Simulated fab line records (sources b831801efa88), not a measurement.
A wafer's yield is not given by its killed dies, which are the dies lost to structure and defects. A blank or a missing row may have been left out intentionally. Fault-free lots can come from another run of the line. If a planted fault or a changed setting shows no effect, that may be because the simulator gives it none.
Comparing a struck lot with a sound one | flow sky130 | 14 out of 708 route steps
Sound: the wafers L885.1, L885.2, L885.4. Struck: wafers L882.1, L882.5, L882.6. Last of all comes the cause.
Per side, at each step with rows, come the tool, then ch with its chambers, and then its first start. Under that, the readings that differ: sound wafers | struck wafers | difference of the means | sigmas: that difference in standard deviations of wafers without a fault.
alike: readings whose means differ by less than 2 such deviations, and words and numbers that are the same on both sides. not compared: withheld readings, readings that some wafer has no value for, bounds like >300 that may hide the same value, and numbers for which the record gives no deviation and whose values overlap.
The two part at a step that has a row with sigmas, a row that says differs or no value, or rows on one side only. Numbers that have no deviation but don't overlap get no sigmas and don't part them. A reading missing from all wafers of one side parts the sides only when that side holds two or more wafers.

first, 3 steps without rows for these wafers: SKY_METAL4_CLEAN_21 (cleans in IPA, time 180 s); SKY_METAL4_CLEAN_22 (cleans in O3/DIW); SKY_VIA4_HDPCVD_00 (deposits SiO2, target thk 1750 nm, time 291.7 s).
SKY_VIA4_THK_MEAS_01:
  sound on film_metro-01, day 46 21:29; struck on film_metro-03, day 45 19:29
  alike: VIA4_HDPCVD_THK
SKY_VIA4_CMP_02: polishes SiO2.
  sound on cmp-01 ch 0,1,2, day 46 21:36; struck on cmp-01 ch 2,3, day 45 19:49
  alike: motor_current_A
SKY_VIA4_BOW_MEAS_03:
  sound on film_metro-02, day 46 21:51; struck on film_metro-03, day 45 20:07
  alike: VIA4_BOW
then, 6 steps without rows for these wafers: SKY_VIA4_DEHYDRATE_04 (time 60 s); SKY_VIA4_HMDS_05 (prime time 60 s); SKY_VIA4_COAT_06 (resist thk 1140 nm); SKY_VIA4_SOFTBAKE_07 (time 60 s); SKY_VIA4_EXPOSE_08 (exposes mask VIM4, target cd 800 nm); SKY_VIA4_PEB_09.
SKY_VIA4_DEVELOP_10: develop time 60 s.
  sound on litho_track-01 ch 0, day 47 18:02; struck on litho_track-01, day 46 16:56
  no value came back on the struck wafers for chill_plate_temp_C (C), develop_time_s (s); on the sound wafers chill_plate_temp_C (C) reads 23.05 23.04 23.03
SKY_VIA4_OVL_MEAS_11:
  sound on overlay-01, day 47 18:11; struck on overlay-02, day 46 17:05
  reading       | sound        | struck | difference                    | sigmas
  VIA4_OVL (nm) | 1.4 -0.3 1.4 | - - -  | no value on the struck wafers |

## WHERE THEY PART
Earliest at SKY_VIA4_DEVELOP_10; latest, in this record, at SKY_VIA4_OVL_MEAS_11.

WHY: whatever the simulator had introduced
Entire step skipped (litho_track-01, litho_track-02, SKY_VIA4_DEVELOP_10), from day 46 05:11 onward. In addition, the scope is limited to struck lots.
